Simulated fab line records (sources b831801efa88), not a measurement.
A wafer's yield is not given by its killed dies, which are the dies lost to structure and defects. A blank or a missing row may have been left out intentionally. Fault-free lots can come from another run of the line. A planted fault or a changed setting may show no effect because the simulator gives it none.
Chamber matching -- flow gf180mcu -- 4 sister chambers for GF_V3_CMP_26 on cmp-02
The step polishes, stops on SiO2, t overpolish 15 s, target thk 0 nm. 8 wafers are shown with their chamber, then 7 later ones without.

## WAFERS, EACH WITH ITS CHAMBER
wafer,chamber,motor_current_A (A),time_to_endpoint_s (s)
L241.5,0,9.8,79
L242.4,0,9.3,79
L242.5,3,11.3,79
L243.3,3,11.4,80
L243.5,1,11.7,89
L243.6,2,10.1,84
L246.1,1,10.8,86
L246.3,2,9.6,84

## WAFERS WITHOUT THEIR CHAMBER
wafer,motor_current_A (A),time_to_endpoint_s (s)
L246.6,11.1,80
L247.1,11.5,80
L247.3,10.1,79
L247.6,11.0,85
L250.3,9.5,82
L250.5,11.0,86
L250.6,10.1,79

## WHICH CHAMBER EACH ONE RAN IN
wafer,from the rows above,in truth
L246.6,3,3
L247.1,3,3
L247.3,can't be placed: 0 or 3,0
L247.6,can't be placed: 1 or 2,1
L250.3,can't be placed: 2 or 0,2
L250.5,can't be placed: 1 or 2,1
L250.6,can't be placed: 0 or 3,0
Correctly placed: 2 of 7. Unplaceable from these rows: 5, with the true chamber sitting among the candidates in 5. Wrongly placed: 0.
How it was worked out, from the rows above alone: a wafer's distance from a chamber is the root of the sum, over the readings, of the square of ((its reading less the chamber's mean) divided by the reading's scatter). The wafer belongs to the nearest chamber; if the next one is less than 2 further off, it can't be placed. The mean given for a chamber averages the wafers shown for that chamber. The scatter is the square root of a quotient: the sum, over the shown wafers, of each reading's squared deviation from its chamber's mean, divided by wafers minus chambers.
